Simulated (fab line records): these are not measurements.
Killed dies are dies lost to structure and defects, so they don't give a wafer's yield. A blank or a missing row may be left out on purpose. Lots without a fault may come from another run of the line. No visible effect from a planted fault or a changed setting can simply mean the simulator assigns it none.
fab line records -- flow sky130
record: lots: 13, wafers: 39, lastDay: 50
route steps=708 shown LOCAL_INTERCONNECT@403 VIA4@640 METAL5@666 PAD_OPEN@708
lots that met no fault: from a run of the same line without faults
startH: the number of hours between the record's first day and the start of the first shown wafer of the lot -- waitH: hours from the lot's prior step to this one -- " repeats the value in the row above -- L1.1+2: one row covering several wafers at once -- - no value, or no start was given -- * or withheld: withheld -- < > ~ a bound
route shown NAME@n: names a module that has steps shown in the file, with the first one's number in the route -- usual: the fault-free wafers' mean and standard deviation -- same: alike in all rows -- chamber/n: place in a boat -- sites: each site's reading -- _std_site: standard deviation across them -- _edge_site: the outer-site mean with the inner-site mean subtracted -- radiusMm: how far each site lies from the wafer's centre -- mask NAME#n: copy n -- behind: the most recent tool/chamber to have shaped the wafer -- hold: what put the lot on hold/how long, in hours/how the hold closed -- device: transistor that didn't switch, given as n, p or np -- end of line: the same wafers' tests at the end of the route -- where a step has no rows: the recipe by itself -- killed: count of dies lost to structure and defects at first sort (not the wafer's yield) -- map: a wafer's dies, marking killed ones x, the rest . and places with no die _
set.NAME: the setting the step ran with; set.NAME@STEP: the setting that earlier step ran with -- model.NAME: the simulator's own value behind a step, which no gauge read
route steps across a sampled set of lots; one table per step, one row per wafer
services: from which hour (startH, from the record's first day; less than 0 if before it) a tool's chamber was out of use, for how many hours, and why
== steps ==
step: SKY_LOCAL_INTERCONNECT_STRIP_16
recipe: chemistry: postEtchResidueRemover, timeS: 1200, tempC: 72.5
lot.wafer,tool,chamber,startH,waitH
L565.4+5+6,wetBench-03,3,713.14,0.0
L568.1+2+3,wetBench-03,1,733.07,0.1
L569.1+2+4,wetBench-03,3,734.85,0.1
L570.2+3+6,wetBench-03,1,740.77,0.1
L571.3+4+5,wetBench-03,2,746.52,0.0
L573.1+3+6,wetBench-03,0,766.45,0.1
L576.1+2+6,wetBench-01,0,790.77,0.1
L577.1+3+5,wetBench-01,1,794.18,0.1
L581.1+5+6,wetBench-04,3,839.89,0.1
L583.1+3+4,wetBench-03,2,851.68,0.1
L586.1+4+5,wetBench-01,3,881.81,0.1
L588.1+3+5,wetBench-03,2,882.76,0.1
L587.3+4+5,wetBench-01,0,891.01,0.0
step: SKY_VIA4_THK_MEAS_01
recipe: reads: SiO2_of_VIA4_HDPCVD_00
usual: VIA4_HDPCVD_THK: 1757/17
lot.wafer,tool,chamber,startH,waitH,VIA4_HDPCVD_THK[nm]
L565.4,filmMetro-01,-,985.05,0.0,1748
L565.5,filmMetro-01,-,985.05,0.0,1770
L565.6,filmMetro-01,-,985.05,0.0,1759
L568.1,filmMetro-02,-,998.38,0.1,1728
L568.2,filmMetro-02,-,998.38,0.1,1748
L568.3,filmMetro-02,-,998.38,0.1,1749
L569.1,filmMetro-03,-,1004.61,0.1,1771
L569.2,filmMetro-03,-,1004.61,0.1,1772
L569.4,filmMetro-03,-,1004.61,0.1,1775
L570.2,filmMetro-03,-,1009.70,0.1,1765
L570.3,filmMetro-03,-,1009.70,0.1,1754
L570.6,filmMetro-03,-,1009.70,0.1,1760
L571.3,filmMetro-02,-,1014.75,0.2,1745
L571.4,filmMetro-02,-,1014.75,0.2,1760
L571.5,filmMetro-02,-,1014.75,0.2,1755
L573.1,filmMetro-02,-,1031.84,0.1,1724
L573.3,filmMetro-02,-,1031.84,0.1,1706
L573.6,filmMetro-02,-,1031.84,0.1,1697
L576.1,filmMetro-02,-,1046.43,0.1,1734
L576.2,filmMetro-02,-,1046.43,0.1,1751
L576.6,filmMetro-02,-,1046.43,0.1,1763
L577.1,filmMetro-01,-,1059.07,0.1,1750
L577.3,filmMetro-01,-,1059.07,0.1,1765
L577.5,filmMetro-01,-,1059.07,0.1,1751
L581.1,filmMetro-02,-,1088.54,0.1,1738
L581.5,filmMetro-02,-,1088.54,0.1,1742
L581.6,filmMetro-02,-,1088.54,0.1,1754
L583.1,filmMetro-01,-,1101.85,0.1,1770
L583.3,filmMetro-01,-,1101.85,0.1,1798
L583.4,filmMetro-01,-,1101.85,0.1,1779
L586.1,filmMetro-02,-,1124.98,0.1,1779
L586.4,filmMetro-02,-,1124.98,0.1,1775
L586.5,filmMetro-02,-,1124.98,0.1,1797
L588.1,filmMetro-03,-,1125.67,0.1,1753
L588.3,filmMetro-03,-,1125.67,0.1,1774
L588.5,filmMetro-03,-,1125.67,0.1,1777
L587.3,filmMetro-03,-,1129.80,0.1,1767
L587.4,filmMetro-03,-,1129.80,0.1,1775
L587.5,filmMetro-03,-,1129.80,0.1,1724
step: SKY_VIA4_RS_MEAS_19
recipe: thkMeasGauge: four-point-probe, reads: W_of_VIA4_CVD_18+TiN_of_VIA4_SPUTTER_17
usual: VIA4_W_RS: 0.226/0.0031
lot.wafer,tool,chamber,startH,waitH,VIA4_W_RS[ohm/sq]
L565.4,filmMetro-03,-,1009.98,0.1,0.228
L565.5,filmMetro-03,-,1009.98,0.1,0.222
L565.6,filmMetro-03,-,1009.98,0.1,0.223
L568.1,filmMetro-01,-,1021.98,0.1,0.223
L568.2,filmMetro-01,-,1021.98,0.1,0.226
L568.3,filmMetro-01,-,1021.98,0.1,0.223
L569.1,filmMetro-03,-,1028.75,0.1,0.230
L569.2,filmMetro-03,-,1028.75,0.1,0.225
L569.4,filmMetro-03,-,1028.75,0.1,0.232
L570.2,filmMetro-01,-,1033.40,0.2,0.224
L570.3,filmMetro-01,-,1033.40,0.2,0.225
L570.6,filmMetro-01,-,1033.40,0.2,0.231
L571.3,filmMetro-02,-,1038.34,0.1,0.227
L571.4,filmMetro-02,-,1038.34,0.1,0.223
L571.5,filmMetro-02,-,1038.34,0.1,0.228
L573.1,filmMetro-01,-,1055.12,0.1,0.234
L573.3,filmMetro-01,-,1055.12,0.1,0.229
L573.6,filmMetro-01,-,1055.12,0.1,0.227
L576.1,filmMetro-01,-,1069.22,0.1,0.223
L576.2,filmMetro-01,-,1069.22,0.1,0.227
L576.6,filmMetro-01,-,1069.22,0.1,0.231
L577.1,filmMetro-01,-,1081.94,0.1,0.224
L577.3,filmMetro-01,-,1081.94,0.1,0.227
L577.5,filmMetro-01,-,1081.94,0.1,0.227
L581.1,filmMetro-03,-,1109.80,0.1,0.228
L581.5,filmMetro-03,-,1109.80,0.1,0.224
L581.6,filmMetro-03,-,1109.80,0.1,0.227
L583.1,filmMetro-02,-,1122.92,0.1,0.222
L583.3,filmMetro-02,-,1122.92,0.1,0.223
L583.4,filmMetro-02,-,1122.92,0.1,0.226
L586.1,filmMetro-02,-,1144.99,0.1,0.224
L586.4,filmMetro-02,-,1144.99,0.1,0.224
L586.5,filmMetro-02,-,1144.99,0.1,0.225
L588.1,filmMetro-03,-,1145.42,0.1,0.227
L588.3,filmMetro-03,-,1145.42,0.1,0.227
L588.5,filmMetro-03,-,1145.42,0.1,0.227
L587.3,filmMetro-03,-,1149.10,0.1,0.230
L587.4,filmMetro-03,-,1149.10,0.1,0.232
L587.5,filmMetro-03,-,1149.10,0.1,0.229
step: SKY_METAL5_RS_MEAS_05
recipe: thkMeasGauge: four-point-probe, reads: TiN_of_METAL5_SPUTTER_04+Ti_of_METAL5_SPUTTER_03+AlCu_of_METAL5_SPUTTER_02+TiN_of_METAL5_SPUTTER_01+Ti_of_METAL5_SPUTTER_00
usual: METAL5_ALCU_RS: 0.02699/0.00021
lot.wafer,tool,chamber,startH,waitH,METAL5_ALCU_RS[ohm/sq]
L565.4,filmMetro-03,-,1010.63,0.1,0.02698
L565.5,filmMetro-03,-,1010.63,0.1,0.02676
L565.6,filmMetro-03,-,1010.63,0.1,0.02705
L568.1,filmMetro-03,-,1022.63,0.0,0.02699
L568.2,filmMetro-03,-,1022.63,0.0,0.0268
L568.3,filmMetro-03,-,1022.63,0.0,0.0272
L569.1,filmMetro-04,-,1029.56,0.0,0.02669
L569.2,filmMetro-04,-,1029.56,0.0,0.02676
L569.4,filmMetro-04,-,1029.56,0.0,0.02688
L570.2,filmMetro-03,-,1034.46,0.0,0.02691
L570.3,filmMetro-03,-,1034.46,0.0,0.02667
L570.6,filmMetro-03,-,1034.46,0.0,0.02703
L571.3,filmMetro-03,-,1038.99,0.1,0.02697
L571.4,filmMetro-03,-,1038.99,0.1,0.02698
L571.5,filmMetro-03,-,1038.99,0.1,0.02687
L573.1,filmMetro-04,-,1055.76,0.0,0.02732
L573.3,filmMetro-04,-,1055.76,0.0,0.027
L573.6,filmMetro-04,-,1055.76,0.0,0.02708
L576.1,filmMetro-01,-,1069.86,0.0,0.02696
L576.2,filmMetro-01,-,1069.86,0.0,0.02662
L576.6,filmMetro-01,-,1069.86,0.0,0.02688
L577.1,filmMetro-01,-,1082.59,0.0,0.02711
L577.3,filmMetro-01,-,1082.59,0.0,0.02696
L577.5,filmMetro-01,-,1082.59,0.0,0.02694
L581.1,filmMetro-01,-,1110.55,0.0,0.02689
L581.5,filmMetro-01,-,1110.55,0.0,0.02682
L581.6,filmMetro-01,-,1110.55,0.0,0.02704
L583.1,filmMetro-01,-,1123.56,0.0,0.02721
L583.3,filmMetro-01,-,1123.56,0.0,0.02717
L583.4,filmMetro-01,-,1123.56,0.0,0.02716
L586.1,filmMetro-04,-,1145.82,0.0,0.02674
L586.4,filmMetro-04,-,1145.82,0.0,0.02707
L586.5,filmMetro-04,-,1145.82,0.0,0.02686
L588.1,filmMetro-04,-,1147.32,0.0,0.02701
L588.3,filmMetro-04,-,1147.32,0.0,0.02662
L588.5,filmMetro-04,-,1147.32,0.0,0.02681
L587.3,filmMetro-01,-,1151.56,0.1,0.02692
L587.4,filmMetro-01,-,1151.56,0.1,0.02709
L587.5,filmMetro-01,-,1151.56,0.1,0.02709
step: SKY_PAD_OPEN_PROBE_99
usual: killed_at_M0_to_M3: 43/5.9, killed_at_M4_up: 3.3/1.9, killedAtContacts: 24/5.6, killedAtFrontEnd: 15/4.1, killedAtOther: 0.4/0.66, killedDies: 86/9, killedOpen: 47/6.9, killedShort: 39/6.2
same: grossDies: 492, killedAtBackSide: 0
lot.wafer,tool,chamber,startH,waitH,killed_at_M0_to_M3,killed_at_M4_up,killedAtContacts,killedAtFrontEnd,killedAtOther,killedDies,killedOpen,killedShort
L581.1,prober-01,-,1167.87,0.1,44,1,83,14,1,143,51,36
L581.5,prober-01,-,1168.07,0.2,41,3,80,19,0,143,43,40
L581.6,prober-01,-,1168.12,0.2,39,3,89,9,0,140,39,45
killed by level:class
L581.1 LOCAL_INTERCONNECT:unspecified=56 VIA1:geometricParticle:open=14 CONTACT:geometricParticle:open=10 POLY_GATE:geometricParticle:open=8 LI_CONTACT:geometricParticle:open=8 METAL1:geometricParticle:short=7 CONTACT:geometricParticle:short=6 VIA3:geometricParticle:open=5
L581.5 LOCAL_INTERCONNECT:unspecified=60 CONTACT:geometricParticle:open=9 POLY_GATE:geometricParticle:open=6 POLY_GATE:geometricParticle:short=6 METAL1:geometricParticle:short=6 METAL2:geometricParticle:short=5 VIA3:geometricParticle:open=5 LI_CONTACT:geometricParticle:open=4
L581.6 LOCAL_INTERCONNECT:unspecified=55 CONTACT:geometricParticle:short=9 VIA1:geometricParticle:open=9 CONTACT:geometricParticle:open=8 VIA2:geometricParticle:open=8 LI_CONTACT:geometricParticle:open=7 LOCAL_INTERCONNECT:geometricParticle:short=7 VIA1:geometricParticle:short=6
== services ==
tool,chamber,startH,hours,kind
wetBench-04,-,747.52,3.3,repair
wetBench-01,-,803.26,1.3,repair
wetBench-04,-,880.99,1.9,pm
== key ==
firstSign: step: SKY_PAD_OPEN_PROBE_99, reading: killedAtContacts, direction: up, sigmas: 11, usual: 24, struck: 84
effect: step: SKY_PAD_OPEN_PROBE_99, reading: killedDies, direction: up, sigmas: 6.2, usual: 86, struck: 142
metAt SKY_LOCAL_INTERCONNECT_STRIP_16
struckLots L581
struckWafers L581.1,L581.5,L581.6
testerLeftOut L581
notActingAt SKY_VIA4_THK_MEAS_01,SKY_VIA4_RS_MEAS_19,SKY_METAL5_RS_MEAS_05
fault: kind: chamberParticleSource, tool: wetBench-04, chamber: 3, onsetH: 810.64, steps: SKY_LOCAL_INTERCONNECT_STRIP_16, ratePerVisitCm2: 1.1463, endH: 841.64
testerLeftOut: of these lots the tester's yield and bins aren't shown, on N5 and GAA mostly nor the transistor test; their killed dies are dies lost to structure and defects alone, not to doping, threshold or leakage, so they don't give the yield
